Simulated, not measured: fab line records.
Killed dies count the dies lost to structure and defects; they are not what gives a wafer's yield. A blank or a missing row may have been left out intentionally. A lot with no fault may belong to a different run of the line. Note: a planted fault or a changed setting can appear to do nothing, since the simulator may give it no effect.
Struck lot and sound lot, side by side || flow sky130 || 16 out of 708 route steps
Sound: wafers L665.2, L665.4, L665.5. The struck wafers were L675.1, L675.3, L675.6. At the end, the cause is stated.
Order at every step that has rows: each side's tool, ch and its chambers, its first start. Under that, the readings that differ: sound wafers || struck wafers || difference of the means || sigmas: that difference in standard deviations of wafers without a fault.
alike: same words and numbers on both sides, and readings whose means sit less than 2 such deviations apart. not compared: any withheld reading, any reading some wafer has no value for, any bound like >300 that may hide the same value, and any number with overlapping values for which the record gives no deviation.
Wherever a step has rows on one side only, a row that says differs or no value, or a row with sigmas, the two part there. Numbers that have no deviation but don't overlap get no sigmas and don't part them. Lack of a reading on every wafer of one side parts them only where that side has two or more wafers.

SKY_METAL1_THK_MEAS_06: measures by xrf.
  sound: film_metro-03 at day 31 20:46; struck: film_metro-02 at day 35 01:48
  alike: METAL1_ALCU_THK
then, 4 steps without rows for these wafers: SKY_METAL1_DEHYDRATE_07 (time 60 s); SKY_METAL1_HMDS_08 (prime time 60 s); SKY_METAL1_COAT_09 (resist thk 60 nm); SKY_METAL1_COAT_10 (resist thk 450 nm).
SKY_METAL1_SOFTBAKE_11: time 94.48 s.
  sound: litho_track-02 ch 0; struck: litho_track-01 ch 0
  alike: exhaust_pa, plate_sensor_t_centre_C, plate_sensor_t_edge_C
then, 3 steps without rows for these wafers: SKY_METAL1_EXPOSE_12 (exposes mask MM1, target cd 140 nm); SKY_METAL1_PEB_13; SKY_METAL1_DEVELOP_14 (develop time 60 s).
SKY_METAL1_CD_MEAS_15: target cd 140 nm.
  sound: cd_sem-01 at day 32 23:22; struck: cd_sem-01 at day 36 03:15
  alike: cd_nm
SKY_METAL1_OVL_MEAS_16:
  sound: overlay-02 at day 32 23:29; struck: overlay-02 at day 36 03:22
  alike: METAL1_OVL
SKY_METAL1_DESCUM_17: chemistry O2, time 8 s.
  sound on rie_metal-01 ch 0, day 32 23:31; struck on rie_metal-01 ch 0,1, day 36 03:24
{"reading": "oes_product_au (a.u.)", "sound": "1.003 1.002 1.001", "struck": "1.030 1.005 1.028", "difference": "+0.019", "sigmas": "+2"}
  alike: drypump_motor_current_A
  not compared: rf_hours_counter_h
SKY_METAL1_ETCH_18: etches BARC in N2/H2, stops on SiO2, time 45.9 s, target depth 60 nm.
  sound on rie_metal-01 ch 0, day 32 23:32; struck on rie_metal-01 ch 0,1, day 36 03:26
{"reading": "model.KrF-thick_of_METAL1_COAT_10.thk_nm (nm)", "sound": "391.2 391.6 392.2", "struck": "399.7 400.4 398.1", "difference": "+7.7", "sigmas": ""}
  alike: drypump_motor_current_A, oes_product_au, throttle_valve_pct
  not compared: rf_hours_counter_h, model.etch.depth_nm
SKY_METAL1_METAL_ETCH_19: etches the open film in Cl2/BCl3, stops on SiO2, target depth 360 nm, time 78 s.
  sound on rie_metal-01 ch 0, day 32 23:36; struck on rie_metal-01 ch 0,1, day 36 03:30
{"reading": "model.KrF-thick_of_METAL1_COAT_10.thk_nm (nm)", "sound": "155.5 157.3 156", "struck": "158.5 164.9 159", "difference": "+4.5", "sigmas": ""}
  alike: drypump_motor_current_A, oes_product_au, throttle_valve_pct
  not compared: rf_hours_counter_h
SKY_METAL1_STRIP_20: strips in O2/N2.
  sound on plasma_asher-02 ch 0,1, day 32 23:41; struck on plasma_asher-03 ch 0,1, day 36 03:35
  alike: drypump_motor_current_A, oes_product_au, strip_time_to_endpoint_s
  not compared: rf_hours_counter_h
-- the record jumps here: 12 days lie between the struck wafers' starts before and after (it left off in module METAL1 and takes up again in module PAD_OPEN, whose first step shown is number 708 of the route) --
SKY_PAD_OPEN_PROBE_99:
  sound: prober-01 at day 46 01:49; struck: prober-01 at day 48 05:56
{"reading": "model.etest.met1_comb.leak_log10_a_um", "sound": -12.12, "struck": -11.78, "difference": "+0.34", "sigmas": ""}

== WHERE THEY PART ==
Only at SKY_METAL1_DESCUM_17, within this record. Later steps at which nothing parts them and some readings are alike: SKY_METAL1_ETCH_18, SKY_METAL1_METAL_ETCH_19, SKY_METAL1_STRIP_20.

WHY: whatever the simulator had introduced
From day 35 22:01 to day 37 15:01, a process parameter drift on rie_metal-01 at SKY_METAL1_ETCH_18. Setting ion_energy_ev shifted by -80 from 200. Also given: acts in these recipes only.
